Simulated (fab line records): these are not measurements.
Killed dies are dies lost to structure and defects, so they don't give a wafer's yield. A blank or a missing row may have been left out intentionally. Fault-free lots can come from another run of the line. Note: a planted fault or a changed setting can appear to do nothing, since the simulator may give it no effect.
What tool caused it?	flow gf180mcu	18 wafers from 6 lots sampled at 2 of the route's 602 steps

## WHAT THE GAUGES SHOWED, per wafer
GF_HV_LDD_THK_MEAS_57.
lot	measured	on	HV_LDD_CVD_56_THK (nm)
L580	day 13 13:04	film_metro-04	89.5 90.4 90.2
L583	day 14 10:52	film_metro-04	89.5 89.9 89.3
L585	day 15 05:51	film_metro-04	90.9 90.8 91.0
L591	day 17 08:40	film_metro-04	89.1 89.2 89.7
L597	day 19 04:58	film_metro-04	105.4 107.4 106.8
L599	day 20 01:32	film_metro-03	90.7 90.5 91.0

## WHAT TOOL EACH LOT RAN ON (gives the tool, then ch and the chambers of the sampled wafers, and finally the start)
lot	GF_HV_LDD_CVD_56
L580	lpcvd-01 ch 1, day 13 11:38
L583	lpcvd-02 ch 0, day 14 09:26
L585	lpcvd-01 ch 0, day 15 04:26
L591	lpcvd-02 ch 1, day 17 07:14
L597	lpcvd-02 ch 0, day 19 03:32
L599	lpcvd-01 ch 0, day 20 00:05
- GF_HV_LDD_CVD_56: deposits Si3N4 from DCS/NH3, target thk 90 nm, time 1543 s.

## THE ANSWER, worked out from the rows above alone
Rule: the lots themselves supply what counts as usual. The widest of any qualifying gaps counts: lots, ordered by their means at a reading, are off when they make up no more than a third of the lots, leave a main group of 4 or more, and stand apart from it by 3 or more times the standard deviation of that group's means. If all means in a main group match to the digits the tables above print for the reading, that group is not used. A lot without any number at a reading at which 4 lots or more have one is off too. Any other lot the step has rows for is counted as sound.
Off: L597, at GF_HV_LDD_THK_MEAS_57 (HV_LDD_CVD_56_THK). The main group has a mean of 90.1 nm with a standard deviation of 0.62.
A tool fits if, at a process step before that reading, it ran every lot that is off, and no sound lot after the first of them. The gauges at GF_HV_LDD_THK_MEAS_57 are tried like those tools. This does not decide it: 2 tools fit, namely lpcvd-02 at GF_HV_LDD_CVD_56 and film_metro-04 at GF_HV_LDD_THK_MEAS_57.

## WHAT WAS PUT IN BY THE SIMULATOR
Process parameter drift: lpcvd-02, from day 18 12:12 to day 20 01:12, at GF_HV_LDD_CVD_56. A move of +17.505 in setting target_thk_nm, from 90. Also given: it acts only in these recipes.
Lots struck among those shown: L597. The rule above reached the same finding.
